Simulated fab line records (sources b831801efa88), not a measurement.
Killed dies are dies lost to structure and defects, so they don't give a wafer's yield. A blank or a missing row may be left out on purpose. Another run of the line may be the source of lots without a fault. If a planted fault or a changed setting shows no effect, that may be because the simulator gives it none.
Comparing a struck lot with a sound one ; flow sfq-line ; 14 out of 325 route steps
Sound: these wafers, L925.1, L925.2, L925.6. Struck: wafer L944.5 (left out: L944.1, L944.4 of the same lot, which were not struck); the cause appears at the end.
Each step with rows lists, per side, the tool, then ch with its chambers, then its first start. Under that, the readings that differ: sound wafers ; struck wafers ; difference of the means ; sigmas: that difference in standard deviations of wafers without a fault.
alike: words and numbers the same on both sides, and readings whose means are apart by under 2 such deviations; not compared: readings that were withheld, readings missing a value for some wafer, numbers with overlapping values and no deviation given by the record, and bounds like >300 which may hide the same value.
A row with sigmas, a row that says differs or no value, or rows on one side alone: a step with any of these is where the two part. Numbers that don't overlap but have no deviation are shown without sigmas and don't part them. A reading that every wafer of one side lacks parts them only if that side has two wafers or more.

SFQ_TRILAYER_I7_DEP_PECVD_183: deposits SiO2 from SiH4/N2O, time 111.11 s, target thk 500 nm.
  sound on pecvd-02 ch 0,1,2, day 67 16:56; struck on pecvd-02 ch 2, day 81 23:59
reading;sound;struck;difference;sigmas
heater-power-outer-w (W);13 41 35;6;-24;-2
heater-power-w (W);42 110 92;32;-49;-2
  alike: rf-fwd-power-W, throttle-valve-pct
SFQ_TRILAYER_I7_CMP_CMP_184: polishes SiO2.
  sound on cmp-02 ch 0,3, day 67 19:25; struck on cmp-01 ch 1, day 82 03:10
reading;sound;struck;difference;sigmas
motor-current-A (A);7.9 10.1 10.2;11.7;+2.3;+2
time-to-endpoint-s (s);202 209 207;230;+24;+3
SFQ_I7_BOW_MEAS_946:
  sound on film-metro-02, day 67 22:25; struck on film-metro-03, day 82 04:40
reading;sound;struck;difference;sigmas
I7_BOW (um);16 11 3;-17;-27;-3
SFQ_TRILAYER_I7_METRO_MEASURE_185:
  sound on film-metro-02, day 67 22:32; struck on film-metro-03, day 82 04:47
  alike: thk-nm
then, 6 steps without rows for these wafers: SFQ_TRILAYER_I7_VIA_LITHO_COAT_192 (resist thk 62 nm); SFQ_TRILAYER_I7_VIA_LITHO_COAT_187 (resist thk 650 nm); SFQ_TRILAYER_I7_VIA_LITHO_SOFTBAKE_191; SFQ_TRILAYER_I7_VIA_LITHO_EXPOSE_188 (exposes mask I7, target cd 1000 nm); SFQ_TRILAYER_I7_VIA_LITHO_PEB_190 (peb time 60 s); SFQ_TRILAYER_I7_VIA_LITHO_DEVELOP_189 (time 60 s).
SFQ_I7_OVL_MEAS_947:
  sound on overlay-02, day 72 08:19; struck on overlay-01, day 82 08:14
reading;sound;struck;difference;sigmas
I7_OVL (nm);1 -4 -8;6;+10;+2
SFQ_TRILAYER_I7_VIA_BARC_OPEN_VIA_ETCH_260: etches BARC in O2, target depth 125 nm, time 41.7 s.
  sound on rie-diel-02 ch 0,1, day 72 08:20; struck on rie-diel-04 ch 2, day 82 08:17
reading;sound;struck;difference;sigmas
rf-fwd-power-W (W);496.2 498.2 498.0;491.9;-5.6;-3
  alike: bias-w, drypump-motor-current-A, oes-product-au
  not compared: rf-hours-counter-h
SFQ_TRILAYER_I7_VIA_ETCH_VIA_ETCH_190: etches SiO2 in CHF3, stops on Nb, target depth 260 nm.
  sound on rie-diel-02 ch 0,1, day 72 08:23; struck on rie-diel-04 ch 2, day 82 08:19
reading;sound;struck;difference;sigmas
bias-w (W);80.31 80.17 79.85;95.28;+15.17;+72
model.Nb_of_TRILAYER_M7_DEP_SPUTTER_175.thk-nm (nm);198 199.1 198.4;192;-6;
  alike: drypump-motor-current-A, oes-product-au, rf-fwd-power-W
SFQ_TRILAYER_I7_VIA_STRIP_STRIP_191: strips in O2.
  sound on rie-metal-03 ch 0,1, day 72 08:30; struck on rie-metal-02 ch 1, day 82 08:26
  alike: drypump-motor-current-A, oes-product-au
  not compared: rf-hours-counter-h

== WHERE THEY PART ==
First at SFQ_TRILAYER_I7_DEP_PECVD_183; last, within this record, at SFQ_TRILAYER_I7_VIA_ETCH_VIA_ETCH_190. Later steps at which nothing parts them and some readings are alike: SFQ_TRILAYER_I7_VIA_STRIP_STRIP_191.

WHY: what had been put in by the simulator
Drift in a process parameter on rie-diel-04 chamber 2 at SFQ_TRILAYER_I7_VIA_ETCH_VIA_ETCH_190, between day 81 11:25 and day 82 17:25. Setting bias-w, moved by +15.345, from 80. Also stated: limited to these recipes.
